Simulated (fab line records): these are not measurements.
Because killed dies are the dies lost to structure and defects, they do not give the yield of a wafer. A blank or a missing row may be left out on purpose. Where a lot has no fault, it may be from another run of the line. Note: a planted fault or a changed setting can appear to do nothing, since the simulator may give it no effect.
Matching of chambers ; flow sky130 ; SKY_VIA2_CMP_02 on cmp-01: 4 sister chambers
The step polishes SiO2. 4 wafers are shown with their chamber, then 7 later ones without.

== WAFERS WITH THEIR CHAMBER ==
wafer;chamber;motor_current_A (A)
L817.1;0;10.7
L817.6;3;12.6
L824.1;1;12.1
L824.2;2;11.3

== WAFERS WITH NO CHAMBER GIVEN ==
wafer;motor_current_A (A)
L824.6;10.6
L826.1;12.3
L826.2;11.1
L826.5;12.4
L827.1;11.2
L827.2;11.7
L827.5;10.9

== CHAMBER TAKEN BY EACH ==
wafer;from the rows above;in truth
L824.6;0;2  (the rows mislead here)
L826.1;can't be placed: 1 or 3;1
L826.2;can't be placed: 2 or 0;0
L826.5;can't be placed: 3 or 1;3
L827.1;can't be placed: 2 or 0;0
L827.2;can't be placed: 2 or 1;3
L827.5;can't be placed: 0 or 2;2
Correct placement for 0 of the 7. Not placeable from these rows: 6 (in 5, the candidates include the true chamber). Number placed wrongly: 1.
How it was worked out, from the rows above alone: a wafer's distance from a chamber is the root of the sum, over the readings, of the square of ((its reading less the chamber's mean) divided by the reading's scatter). The wafer belongs to the nearest chamber; if the next one is less than 2 further off, it can't be placed. The mean given for a chamber averages the wafers shown for that chamber. The scatter (one wafer shown for each chamber): square how far every hidden wafer sits from the nearest shown wafer, average those squares and take the square root.
